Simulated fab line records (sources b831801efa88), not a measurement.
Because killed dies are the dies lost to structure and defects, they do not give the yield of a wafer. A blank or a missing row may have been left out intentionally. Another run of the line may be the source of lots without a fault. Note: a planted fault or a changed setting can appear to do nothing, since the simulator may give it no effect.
8D (eight disciplines) problem report, filled in by code | flow gf180mcu | the parts of the form that need people (team, actions taken, sign-off) are left out

## 1. PROBLEM STATEMENT
Mean of run-length-s at GF_STI_WET_ETCH_28: 46.8 s across 9 wafers in 3 lots; on wafers with no fault it is 67.7 s (standard deviation 2.5). That is -8.4 standard deviations from the usual mean.
The step: etches SiO2 in dHF, target depth 20 nm, time 40 s.
First observed at day 5 10:04: wafer L687.2, on wet-bench-03. At this step, 21 wafers from 7 lots have a number in the record. Rule for "out" (also "out of limits"): further than 4 standard deviations from the usual mean. The other wafers with a number count as sound.

## 2. WHAT IT IS, AND WHAT IT ISN'T
question                    | is                     | is not
which readings at this step | run-length-s           | -
which lots                  | L687, L688, L689       | L673, L677, L692, L694
which wafers of those lots  | all that have a number | -
read on which tools         | wet-bench-03           | wet-bench-01, wet-bench-04
when                        | from day 5 10:04       | up to then (6 sound wafers); but 6 sound wafers of L692, L694 came after

## 3. SUSPECTS, AND WHAT RULES EACH OUT
Counting: a tool stays on the suspect list if, at a process step up to the reading, it processed all lots that are out and no sound lot following the first of them.
- cmp-01 at GF_STI_CMP_25 (polishes, stops on Si3N4, t overpolish 33 s, target thk 524.6 nm): kept. It ran every lot that is out, first L687 (day 5 09:11), and no sound lot after that; its last sound lot up to then is L673 (day 2 11:35).
- wet-bench-03 at GF_STI_WET_ETCH_28 (etches SiO2 in dHF, target depth 20 nm, time 40 s): kept. It ran every lot that is out, first L687 (day 5 10:04), and no sound lot after that; its last sound lot up to then is L677 (day 3 05:58). Its own readings are out on those wafers: run-length-s.
What counting leaves: cmp-01 at GF_STI_CMP_25 and wet-bench-03 at GF_STI_WET_ETCH_28.

## 4. THE CAUSE (what the simulator had put in)
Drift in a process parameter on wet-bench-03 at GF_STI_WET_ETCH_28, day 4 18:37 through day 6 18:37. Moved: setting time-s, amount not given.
Counting leaves 2 suspects; this tool is one of them.

## 5. SEQUENCE OF EFFECTS, ordered by route
Each row: a reading whose mean over the struck wafers that have a number lies more than 3 standard deviations from the usual. Only readings whose record carries a usual standard deviation are examined. hours: median over the lots of the time between each lot's start at the first step of this table that gives one and its start at this step. sigmas: the change, counted in usual standard deviations.
hours | step               | reading      | usual  | on struck wafers | change | sigmas
0     | GF_STI_WET_ETCH_28 | run-length-s | 67.7 s | 46.8             | -20.9  | -8.4
The process steps in it:
- GF_STI_WET_ETCH_28: etches SiO2 in dHF, target depth 20 nm, time 40 s.
Later measuring or inspecting steps at which every struck wafer that the step has a row for has a number for every such reading, and none has moved that far: GF_STI_THK_MEAS_30, GF_DNWELL_TW_MEAS_09, GF_NWELL_OVL_MEAS_07, GF_NWELL_TW_MEAS_11.

## 6. HOW IT WOULD HAVE BEEN CAUGHT EARLIER
15 hours passed between the start of the fault at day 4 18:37 and the first reading out of limits in this record, taken at day 5 10:04.
